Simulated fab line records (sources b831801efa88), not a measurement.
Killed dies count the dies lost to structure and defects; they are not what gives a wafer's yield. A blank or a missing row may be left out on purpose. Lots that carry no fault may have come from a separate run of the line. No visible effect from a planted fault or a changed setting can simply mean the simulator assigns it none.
The same fault as seen by 2 desks ; flow sky130 ; each desk has only its own numbers; what lay behind them comes last

## AT THE METROLOGY DESK
Lot by lot, what the gauges showed, no matter which tool ran the lot: averages of those sampled wafers that carry a number. Marked OUT: a lot whose mean sits more than 4 standard deviations from the usual mean, which makes it out of limits; the brackets give that distance.
Columns: A = NWELL_TW at SKY_NWELL_TW_MEAS_15, usual 1828; B = NWELL_01_OVL at SKY_NWELL_OVL_MEAS_23, usual 0.8 nm; C = NWELL_RS at SKY_NWELL_RS_MEAS_29, usual 625.2 ohm/sq
lot;first seen here;A;B;C
L163;day 4 18:41;1811;0.3;627.1
L164;day 5 00:14;1826;0.9;626.4
L166;day 5 08:03;1709 (-7.5) OUT;-0.1;718.0 (+55) OUT
L169;day 6 01:29;1684 (-9.0) OUT;2.6;715.2 (+53) OUT
L175;day 7 11:28;1849;1.0;623.7
L176;day 7 19:29;1830;0.1;627.0
L178;day 8 04:47;1842;1.0;624.2
L182;day 9 03:02;1815;-0.4;626.6
L184;day 9 17:14;1820;1.7;623.7
L185;day 9 23:36;1848;-0.0;625.9
L186;day 10 02:25;1820;0.5;624.9
This desk reports L166, L169 out of limits; the earliest was L166 at day 5 08:03 (NWELL_TW at SKY_NWELL_TW_MEAS_15). L163, L164, L175, L176, L178, L182, L184, L185, L186: within limits.

## AT THE TOOL OWNER'S DESK: implanter-02
The tool's own readings at SKY_NWELL_IMPLANT_11, given as means over the sampled wafers that have a number, one for each lot that went through this tool. Marked OUT: a lot whose mean sits more than 4 standard deviations from the usual mean, which makes it out of limits; the brackets give that distance.
Columns: A = beamOnS at SKY_NWELL_IMPLANT_11, usual 9.98 s; B = faradayCurrentUA at SKY_NWELL_IMPLANT_11, usual 107.3
lot;first seen here;A;B
L163;day 4 18:10;9.95;107.5
L164;day 4 23:41;9.98;107.3
L166;day 5 07:31;7.75 (-11) OUT;138.2 (+13) OUT
L169;day 6 00:56;7.81 (-10) OUT;137.3 (+13) OUT
Finding of this desk: L166, L169 out of limits; the first was L166 at day 5 07:31, on beamOnS at SKY_NWELL_IMPLANT_11. L163, L164: within limits.

## PUT TOGETHER
An alarm could have come from the tool owner's desk at day 5 07:31, on L166, L169.
An alarm was possible from the metrology desk at day 5 08:03, on L166, L169.
Of the lots named, all ran SKY_NWELL_IMPLANT_11 on implanter-02.

## WHAT THE SIMULATOR HAD INSERTED
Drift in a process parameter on implanter-02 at SKY_NWELL_IMPLANT_11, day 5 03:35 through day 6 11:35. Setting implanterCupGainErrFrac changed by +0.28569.
Lots struck among those shown: L166, L169.
Time in hours from fault onset to the first out-of-limits reading at each desk: tool owner's desk 4, metrology desk 4.
